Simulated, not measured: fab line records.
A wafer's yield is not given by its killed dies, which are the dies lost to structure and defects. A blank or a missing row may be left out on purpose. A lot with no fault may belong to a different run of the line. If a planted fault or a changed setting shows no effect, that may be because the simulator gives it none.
Comparing a struck lot with a sound one | flow sfq-line | 14 steps out of a route of 325
Sound: wafers L796.2, L796.5, L796.6. Struck: wafers L792.1, L792.5. The cause comes at the end.
Per side, at each step with rows, come the tool, then ch with its chambers, and then its first start. Under that, the readings that differ: sound wafers | struck wafers | difference of the means | sigmas: that difference in standard deviations of wafers without a fault.
alike: same words and numbers on both sides, and readings whose means sit less than 2 such deviations apart. not compared: any withheld reading, any reading some wafer has no value for, any bound like >300 that may hide the same value, and any number with overlapping values for which the record gives no deviation.
A row with sigmas, a row that says differs or no value, or rows on one side alone: a step with any of these is where the two part. Numbers that don't overlap but have no deviation are shown without sigmas and don't part them. A reading missing from all wafers of one side parts the sides only when that side holds two or more wafers.

first, 2 steps without rows for these wafers: SFQ_TRILAYER_I2_VIA_STRIP_SOLV_CLEAN_072 (cleans in NMP, time 600 s); SFQ_TRILAYER_M3_DEP_PRE_CLEAN_074 (time 22.5 s).
SFQ_TRILAYER_M3_DEP_SPUTTER_073: material Nb, target thk 200 nm, time 133.3 s.
  struck on pvd-sputter-05, day 30 23:56; sound on pvd-sputter-06, day 40 10:30
  alike: throttle-valve-pct
SFQ_M3_RS_MEAS_919: measures by four-point-probe.
  struck on film-metro-01, day 31 00:01; sound on film-metro-03, day 40 10:37
  alike: M3_NB_RS
then, 6 steps without rows for these wafers: SFQ_TRILAYER_M3_LITHO_COAT_080 (resist thk 62 nm); SFQ_TRILAYER_M3_LITHO_COAT_075 (resist thk 600 nm); SFQ_TRILAYER_M3_LITHO_SOFTBAKE_079; SFQ_TRILAYER_M3_LITHO_EXPOSE_076 (exposes mask M3, target cd 500 nm); SFQ_TRILAYER_M3_LITHO_PEB_078 (peb time 60 s); SFQ_TRILAYER_M3_LITHO_DEVELOP_077 (time 60 s).
-- the record jumps here: 6 days lie between the struck wafers' starts before and after --
SFQ_M3_OVL_MEAS_921:
  struck on overlay-02, day 37 01:45; sound on overlay-02, day 45 03:22
  alike: M3_OVL
SFQ_TRILAYER_M3_BARC_OPEN_METAL_ETCH_100: etches BARC in O2, target depth 125 nm, time 41.7 s.
  sound on rie-metal-01 ch 0, day 45 03:25; struck on rie-metal-01 ch 1, day 37 01:47
  reading                                             | sound             | struck      | difference                    | sigmas
  oes-product-au (a.u.)                               | 0.686 0.682 0.675 | 0.781 0.790 | +0.105                        | +23
  rf-fwd-power-W (W)                                  | 594.7 593.2 593.5 | - -         | no value on the struck wafers |
  run-length-s (s)                                    | 69.6 69.1 69.2    | 62.9 63.4   | -6.1                          | -14
  model.KrF_of_TRILAYER_M3_LITHO_COAT_075.thk-nm (nm) | 521.3 523.9 522.2 | 536.7 535.6 | +13.7                         |
  alike: drypump-motor-current-A
  not compared: rf-hours-counter-h
SFQ_TRILAYER_M3_ETCH_METAL_ETCH_078: etches Nb in Cl2/Ar, stops on SiO2, target depth 240 nm, time 120 s.
  sound on rie-metal-01 ch 0, day 45 03:34; struck on rie-metal-01 ch 1, day 37 01:51
  reading                                             | sound             | struck      | difference | sigmas
  run-length-s (s)                                    | 147.5 147.4 147.4 | 148.8 148.1 | +1.0       | +2
  model.KrF_of_TRILAYER_M3_LITHO_COAT_075.thk-nm (nm) | 381.3 383.6 381.9 | 396.7 396.6 | +14.4      |
  alike: drypump-motor-current-A, oes-product-au, rf-fwd-power-W
  not compared: rf-hours-counter-h
SFQ_TRILAYER_M3_STRIP_STRIP_079: strips in O2.
  sound on rie-metal-01 ch 0, day 45 03:58; struck on rie-metal-01 ch 1, day 37 01:58
  alike: drypump-motor-current-A, oes-product-au
  not compared: rf-hours-counter-h

WHERE THEY PART
First at SFQ_TRILAYER_M3_BARC_OPEN_METAL_ETCH_100; last, within this record, at SFQ_TRILAYER_M3_ETCH_METAL_ETCH_078. Later steps at which nothing parts them and some readings are alike: SFQ_TRILAYER_M3_STRIP_STRIP_079.

WHY: what had been put in by the simulator
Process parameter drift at SFQ_TRILAYER_M3_BARC_OPEN_METAL_ETCH_100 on rie-metal-01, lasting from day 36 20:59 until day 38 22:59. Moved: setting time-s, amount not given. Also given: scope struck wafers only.
